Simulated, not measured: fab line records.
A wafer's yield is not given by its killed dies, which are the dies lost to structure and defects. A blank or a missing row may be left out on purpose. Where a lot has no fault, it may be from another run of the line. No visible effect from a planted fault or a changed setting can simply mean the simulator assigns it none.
Which tool did it?    flow sky130    11 lots, 33 wafers sampled, at 3 steps of a route of 708

== WHAT THE GAUGES SHOWED, per wafer ==
SKY_VIA3_THK_MEAS_01.
lot   measured      on             VIA3_HDPCVD_THK (nm)
L408  day 38 13:31  film_metro-02  1631 1656 1633
L410  day 39 05:26  film_metro-03  1644 1636 1646
L411  day 39 07:40  film_metro-01  1613 1644 1655
L412  day 40 10:01  film_metro-02  1607 1664 1645
L417  day 41 13:01  film_metro-01  1622
L425  day 43 18:49  film_metro-01  1608 1628 1639
L426  day 43 22:27  film_metro-03  1643 1668 1654
L427  day 44 01:49  film_metro-01  1641 1613 1663
L429  day 44 09:08  film_metro-02  1616 1622 1641
L430  day 45 01:48  film_metro-03  1647 1651 1650
L431  day 45 05:18  film_metro-02  1659 1687 1650

== TOOL THAT RAN EACH LOT (tool first, then ch and the chambers of the sampled wafers, then the start) ==
lot   SKY_METAL3_METAL_ETCH_18           SKY_METAL3_STRIP_19
L408  rie_metal-01 ch 0,1, day 38 12:34  plasma_asher-02 ch 0,1, day 38 12:44
L410  rie_metal-03 ch 0,1, day 39 04:26  plasma_asher-04 ch 0,1, day 39 04:38
L411  rie_metal-03 ch 0,1, day 39 06:41  plasma_asher-03 ch 0,1, day 39 06:53
L412  rie_metal-02 ch 0,1, day 40 09:05  plasma_asher-03 ch 0,1, day 40 09:14
L417  rie_metal-02 ch 0,1, day 41 12:07  plasma_asher-03 ch 0,1, day 41 12:17
L425  rie_metal-01 ch 0,1, day 43 17:55  plasma_asher-02 ch 0,1, day 43 18:04
L426  rie_metal-03 ch 0,1, day 43 21:31  plasma_asher-03 ch 0,1, day 43 21:41
L427  rie_metal-03 ch 0,1, day 44 00:52  plasma_asher-02 ch 0, day 44 01:02
L429  rie_metal-03 ch 0,1, day 44 08:02  plasma_asher-03 ch 0,1, day 44 08:13
L430  rie_metal-02 ch 0,1, day 45 00:49  plasma_asher-03 ch 0,1, day 45 00:59
L431  rie_metal-03 ch 0,1, day 45 04:22  plasma_asher-03 ch 0,1, day 45 04:32
- SKY_METAL3_METAL_ETCH_18: etches the open film in Cl2/BCl3, stops on SiO2, target depth 845 nm, time 183.1 s.
- SKY_METAL3_STRIP_19: strips in O2/N2.

== THE ANSWER, worked out from the rows above alone ==
Rule: what is usual is taken from the lots themselves. The widest of any qualifying gaps counts: lots, ordered by their means at a reading, are off when they make up no more than a third of the lots, leave a main group of 4 or more, and stand apart from it by 3 or more times the standard deviation of that group's means. Not used: any main group whose means are identical at the precision the tables above print for the reading. A lot without any number at a reading at which 4 lots or more have one is off too. The other lots that the step has rows for count as sound.
Nothing can be told from this: no lot is off at any reading shown.

== WHAT WAS PUT IN BY THE SIMULATOR ==
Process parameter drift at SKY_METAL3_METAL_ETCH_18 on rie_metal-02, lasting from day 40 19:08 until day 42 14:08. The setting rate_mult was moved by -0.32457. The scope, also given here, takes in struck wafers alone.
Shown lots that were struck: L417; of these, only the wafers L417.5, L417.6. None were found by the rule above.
